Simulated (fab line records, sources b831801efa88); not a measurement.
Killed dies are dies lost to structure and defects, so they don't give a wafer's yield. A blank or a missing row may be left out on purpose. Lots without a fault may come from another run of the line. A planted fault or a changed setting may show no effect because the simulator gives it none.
fab line records | flow sfq_line
record lots=7 wafers=21 last_day=94
route steps=325 shown M4@148
lots that met no fault: from a run of the same line without faults
start_h: hours from the record's first day to the start of the lot's first wafer shown | wait_h: hours since the lot's step before | " the same as in the row above | L1.1+2: a row that stands for several wafers | - no value, or no start given | * or withheld: withheld | < > ~ a bound
route shown NAME@n: a module of which the file shows steps, and the number in the route of the first | usual: mean/standard deviation of fault-free wafers | same: alike in all rows | chamber/n: place in a boat | sites: the reading at each site | _std_site: their standard deviation | _edge_site: outer sites' mean less inner sites' | radius_mm: how far each site lies from the wafer's centre | mask NAME#n: copy n | behind: the tool/chamber that last shaped the wafer | hold: why the lot was held/for how many hours/how that ended | device: the transistor (n, p or np) that didn't switch | end of line: the same wafers' tests at the end of the route | a step without rows: its recipe alone | killed: dies lost to structure and defects at the first sort, not the wafer's yield | map: a wafer's dies, x killed, . not, _ none there
set.NAME: the setting as run; set.NAME@STEP: as run at that earlier step | model.NAME: the simulator's own value behind a step, which no gauge read
lots at some steps of the route; a table a step, a row a wafer
services: from which hour (start_h, from the record's first day; less than 0 if before it) a tool's chamber was out of use, for how many hours, and why
## steps
# step SFQ_TRILAYER_M4_DEP_PRE_CLEAN_092
# recipe gas=Ar time_s=22.5 bias_v=250
# step SFQ_TRILAYER_M4_DEP_SPUTTER_091
# recipe material=Nb base_pressure_pa=1.33e-06 chamber_pressure_pa=0.1333 substrate_temp_c=20 resputter_cathode_voltage_v=400 target_thk_nm=200 power_w=2000 time_s=133.3
# usual throttle_valve_pct=30.5/0.96
# columns lot.wafer tool chamber start_h wait_h throttle_valve_pct
L780.2 pvd_sputter-06 - 1193.91 0.0 30.1
L780.4 " - " " 30.4
L780.5 " - " " 30.4
L784.1 pvd_sputter-06 - 1273.85 0.0 33.0
L784.3 " - " " 30.3
L784.4 " - " " 30.9
L792.3 pvd_sputter-06 - 1329.90 0.0 32.9
L792.4 " - " " 30.8
L792.5 " - " " 32.6
L794.1 pvd_sputter-04 - 1340.69 0.0 29.8
L794.3 " - " " 30.5
L794.5 " - " " 29.2
L796.1 pvd_sputter-03 - 1350.89 0.0 31.3
L796.2 " - " " 29.7
L796.4 " - " " 29.6
L797.1 pvd_sputter-04 - 1355.69 0.0 29.6
L797.5 " - " " 30.8
L797.6 " - " " 29.3
L798.4 pvd_sputter-06 - 1359.89 0.0 32.9
L798.5 " - " " 32.8
L798.6 " - " " 30.0
# step SFQ_M4_RS_MEAS_924
# recipe thk_meas_gauge=four-point-probe reads=Nb_of_TRILAYER_M4_DEP_SPUTTER_091
# usual M4_NB_RS=0.885/0.012
# columns lot.wafer tool chamber start_h wait_h M4_NB_RS[ohm/sq]
L780.2 film_metro-04 - 1194.02 0.1 0.900
L780.4 " - " " 0.892
L780.5 " - " " 0.895
L784.1 film_metro-03 - 1273.95 0.0 0.879
L784.3 " - " " 0.894
L784.4 " - " " 0.903
L792.3 film_metro-04 - 1330.04 0.1 0.853
L792.4 " - " " 0.876
L792.5 " - " " 0.866
L794.1 film_metro-01 - 1340.78 0.0 0.875
L794.3 " - " " 0.865
L794.5 " - " " 0.863
L796.1 film_metro-01 - 1350.98 0.0 0.889
L796.2 " - " " 0.893
L796.4 " - " " 0.891
L797.1 film_metro-03 - 1355.78 0.0 0.890
L797.5 " - " " 0.894
L797.6 " - " " 0.889
L798.4 film_metro-04 - 1360.04 0.1 0.861
L798.5 " - " " 0.867
L798.6 " - " " 0.886
# step SFQ_TRILAYER_M4_LITHO_COAT_098
# recipe resist=BARC spin_rpm=3000 resist_thk_nm=62
# step SFQ_TRILAYER_M4_LITHO_COAT_093
# recipe resist=KrF spin_rpm=3000 resist_thk_nm=600
# step SFQ_TRILAYER_M4_LITHO_SOFTBAKE_097
# recipe temp_c=withheld time_s=withheld resist=KrF
# step SFQ_TRILAYER_M4_LITHO_EXPOSE_094
# recipe mask_id=M4 na=0.6 source_shape=conventional sigma_outer=0.65 target_cd_nm=500 dose_mj=14.4
# step SFQ_TRILAYER_M4_LITHO_PEB_096
# recipe peb_temp_c=115 peb_time_s=60 resist=KrF
# step SFQ_TRILAYER_M4_LITHO_DEVELOP_095
# recipe time_s=60 resist=KrF
# step SFQ_M4_OVL_MEAS_926
# usual M4_OVL=0/6
# columns lot.wafer tool chamber start_h wait_h M4_OVL[nm]
L780.2 overlay-02 - 1322.30 0.1 -4
L780.4 " - " " -8
L780.5 " - " " -5
L784.1 overlay-02 - 1400.09 0.1 -5
L784.3 " - " " -1
L784.4 " - " " -6
L792.3 overlay-01 - 1443.43 0.1 4
L792.4 " - " " 6
L792.5 " - " " 3
L794.1 overlay-02 - 1455.42 0.1 -8
L794.3 " - " " -7
L794.5 " - " " -8
L796.1 overlay-01 - 1466.22 0.1 -9
L796.2 " - " " -12
L796.4 " - " " -5
L797.1 overlay-01 - 1471.02 0.1 0
L797.5 " - " " -5
L797.6 " - " " -8
L798.4 overlay-02 - 1479.56 0.1 10
L798.5 " - " " 5
L798.6 " - " " 4
# step SFQ_TRILAYER_M4_BARC_OPEN_METAL_ETCH_123
# recipe mask_material=PR chemistry=O2 target_depth_nm=125 target=BARC icp_w=600 bias_w=80 pressure_mtorr=10 time_s=41.7
# usual chamber_pressure_mTorr=9.999/0.0088 drypump_motor_current_A=5.5/0.39 oes_product_au=0.685/0.0045 run_length_s=70.2/0.66
# columns lot.wafer tool chamber start_h wait_h chamber_pressure_mTorr drypump_motor_current_A oes_product_au rf_hours_counter_h run_length_s
L780.2 rie_metal-02 0 1322.33 0.0 10.004 5.3 0.686 33 70.0
L780.4 " 1 " " 9.994 6.4 0.683 - 69.8
L780.5 " 0 " " 10.006 5.3 0.681 - 69.8
L784.1 rie_metal-03 0 1400.13 0.0 9.999 5.5 0.682 40 69.6
L784.3 " 1 " " 9.995 5.8 0.683 - 69.9
L784.4 " 0 " " 10.002 5.5 0.682 - 69.9
L792.3 rie_metal-03 1 1443.47 0.0 9.996 5.8 0.683 - 70.6
L792.4 " 0 " " 9.993 5.5 0.690 - 69.7
L792.5 " 0 " " 10.000 5.5 0.686 - 69.7
L794.1 rie_metal-03 0 1455.45 0.0 10.003 5.5 0.689 48 69.8
L794.3 " 1 " " 10.004 5.8 0.675 - 70.1
L794.5 " 0 " " 10.004 5.5 0.677 - 69.8
L796.1 rie_metal-03 0 1466.25 0.0 10.003 5.5 0.685 49 69.8
L796.2 " 1 " " 9.984 5.8 0.688 20 70.0
L796.4 " 1 " " 9.997 5.8 0.682 - 70.4
L797.1 rie_metal-04 1 1471.05 0.0 10.009 5.2 0.679 18 70.5
L797.5 " 1 " " 9.998 5.2 0.682 - 70.0
L797.6 " 0 " " 10.004 5.3 0.683 - 70.0
L798.4 rie_metal-02 1 1479.60 0.0 9.998 6.5 0.687 - 69.7
L798.5 " 1 " " 10.003 6.4 0.694 - 69.7
L798.6 " 0 " " 9.994 5.3 0.689 - 69.8
# step SFQ_TRILAYER_M4_ETCH_METAL_ETCH_096
# recipe target=Nb stop_on=SiO2 mask_material=PR chemistry=Cl2/Ar target_depth_nm=240 icp_w=600 bias_w=80 pressure_mtorr=10 time_s=120
# usual chamber_pressure_mTorr=10.000/0.0096 drypump_motor_current_A=5.5/0.4 oes_product_au=0.897/0.008 run_length_s=148.4/0.67
# columns lot.wafer tool chamber start_h wait_h chamber_pressure_mTorr drypump_motor_current_A oes_product_au rf_hours_counter_h run_length_s model.KrF_of_TRILAYER_M4_LITHO_COAT_093.thk_nm model.SiO2_of_TRILAYER_I3_DEP_PECVD_081.thk_nm model.M4.feature_depth_nm
L780.2 rie_metal-02 0 1322.39 0.0 10.000 5.3 0.888 33 148.1 376.2 194 197.8
L780.4 " 1 " " 9.997 6.4 0.897 - 148.3 380.7 194.5 199.9
L780.5 " 0 " " 10.007 5.3 0.897 - 147.9 375.9 191.5 198.8
L784.1 rie_metal-03 0 1400.19 0.0 9.995 5.5 0.903 40 148.1 381 192.2 202.7
L784.3 " 1 " " 10.020 5.8 0.893 - 148.3 380.5 193 199
L784.4 " 0 " " 10.017 5.5 0.884 - 148.0 379.1 194.3 197.5
L792.3 rie_metal-03 1 1443.56 0.1 9.994 5.8 0.912 - 148.3 381.3 191.6 208.4
L792.4 " 0 " " 9.996 5.5 0.793 - 179.2 344.4 186.9 209.7
L792.5 " 0 " " 10.003 5.5 0.796 - 179.3 343.4 186.9 211.5
L794.1 rie_metal-03 0 1455.51 0.0 9.999 5.5 0.798 48 179.4 344.2 185.8 209.6
L794.3 " 1 " " 9.997 5.8 0.905 - 148.3 382.6 192.7 206.2
L794.5 " 0 " " 10.003 5.5 0.809 - 179.3 342.7 186.2 212.5
L796.1 rie_metal-03 0 1466.31 0.0 9.999 5.5 0.793 49 179.4 342.2 186.6 206.2
L796.2 " 1 " " 9.989 5.8 0.890 20 148.4 380 192.6 199.6
L796.4 " 1 " " 9.978 5.8 0.892 - 148.3 379.5 192.9 199.6
L797.1 rie_metal-04 1 1471.11 0.0 10.023 5.2 0.905 18 148.5 380.4 191.9 200.2
L797.5 " 1 " " 9.988 5.2 0.884 - 148.3 377.6 193 199.2
L797.6 " 0 " " 9.990 5.2 0.889 - 148.6 381.9 191.2 200.2
L798.4 rie_metal-02 1 1479.68 0.1 10.005 6.4 0.911 - 148.3 385.6 190.6 206.5
L798.5 " 1 " " 9.996 6.4 0.916 - 147.8 385 191.2 205.3
L798.6 " 0 " " 10.011 5.3 0.895 - 148.2 381.3 192.2 200.8
# step SFQ_TRILAYER_M4_STRIP_STRIP_097
# recipe gas=O2 power_w=200 platen_temp_c=40 overash_fraction=0.65 chemistry=O2 pressure_mtorr=50
# usual chamber_pressure_mTorr=50.00/0.048 drypump_motor_current_A=5.5/0.39 oes_product_au=1.000/0.0068
# columns lot.wafer tool chamber start_h wait_h chamber_pressure_mTorr drypump_motor_current_A oes_product_au rf_hours_counter_h
L780.2 rie_metal-02 0 1322.52 0.1 50.03 5.3 1.008 33
L780.4 " 1 " " 49.96 6.5 0.994 -
L780.5 " 0 " " 49.99 5.3 1.014 -
L784.1 rie_metal-03 0 1400.31 0.1 49.97 5.5 1.001 40
L784.3 " 1 " " 49.96 5.8 1.000 -
L784.4 " 0 " " 49.96 5.5 0.995 -
L792.3 rie_metal-03 1 1443.84 0.2 50.01 5.8 0.992 -
L792.4 " 0 " " 50.03 5.5 1.005 -
L792.5 " 0 " " 50.00 5.5 1.008 -
L794.1 rie_metal-03 0 1455.64 0.1 49.99 5.5 0.998 48
L794.3 " 1 " " 50.00 5.8 0.999 -
L794.5 " 0 " " 50.01 5.5 0.996 -
L796.1 rie_metal-03 0 1466.44 0.1 50.06 5.5 1.000 49
L796.2 " 1 " " 50.03 5.8 1.000 20
L796.4 " 1 " " 49.94 5.8 1.003 -
L797.1 rie_metal-04 1 1471.24 0.1 49.97 5.2 1.010 18
L797.5 " 1 " " 49.96 5.2 1.013 -
L797.6 " 0 " " 50.06 5.2 0.990 -
L798.4 rie_metal-02 1 1479.96 0.2 50.04 6.4 0.995 -
L798.5 " 1 " " 49.93 6.4 0.996 -
L798.6 " 0 " " 49.92 5.3 1.005 -
## services
# columns tool chamber start_h hours kind
rie_metal-03 0 1171.96 9.0 repair
rie_metal-04 - 1181.24 0.7 repair
pvd_sputter-03 - 1183.24 26.3 repair
rie_metal-04 - 1184.71 0.6 repair
rie_metal-04 0 1212.24 2.5 repair
pvd_sputter-03 - 1228.28 3.3 repair
rie_metal-04 1 1273.82 12.4 repair
rie_metal-03 1 1279.74 - clean
rie_metal-03 1 1279.74 - consumable_replace:focus_ring
pvd_sputter-06 - 1311.81 4.1 repair
rie_metal-03 - 1315.79 14.6 pm
rie_metal-04 - 1352.07 0.2 repair
rie_metal-04 - 1355.76 2.5 repair
rie_metal-02 - 1361.96 1.5 repair
pvd_sputter-04 - 1362.15 16.5 repair
pvd_sputter-04 - 1363.16 2.1 repair
rie_metal-03 - 1370.85 2.1 repair
pvd_sputter-04 - 1378.56 2.3 repair
pvd_sputter-03 - 1410.31 2.7 repair
pvd_sputter-06 - 1433.33 1.9 repair
pvd_sputter-03 - 1441.16 6.6 repair
rie_metal-02 - 1453.42 0.2 repair
pvd_sputter-04 - 1471.40 2.2 repair
rie_metal-03 0 1479.20 11.8 repair
## key
first_sign step=SFQ_TRILAYER_M4_ETCH_METAL_ETCH_096 reading=run_length_s direction=up sigmas=46 usual=* struck=*
effect step=SFQ_TRILAYER_M4_ETCH_METAL_ETCH_096 reading=oes_product_au direction=down sigmas=12 usual=0.897 struck=0.798
model_effect step=SFQ_TRILAYER_M4_ETCH_METAL_ETCH_096 value=KrF_of_TRILAYER_M4_LITHO_COAT_093.thk_nm without=380.3 struck=343.4
met_at SFQ_TRILAYER_M4_ETCH_METAL_ETCH_096
struck_wafers L792.4,L792.5,L794.1,L794.5,L796.1
onset_between 1400.19 1443.56
fault kind=process_parameter_drift tool=rie_metal-03 chamber=0 onset_h=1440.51 steps=SFQ_TRILAYER_M4_ETCH_METAL_ETCH_096 channel=time_s offset=* shape=step end_h=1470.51 acts_in=* stated=*
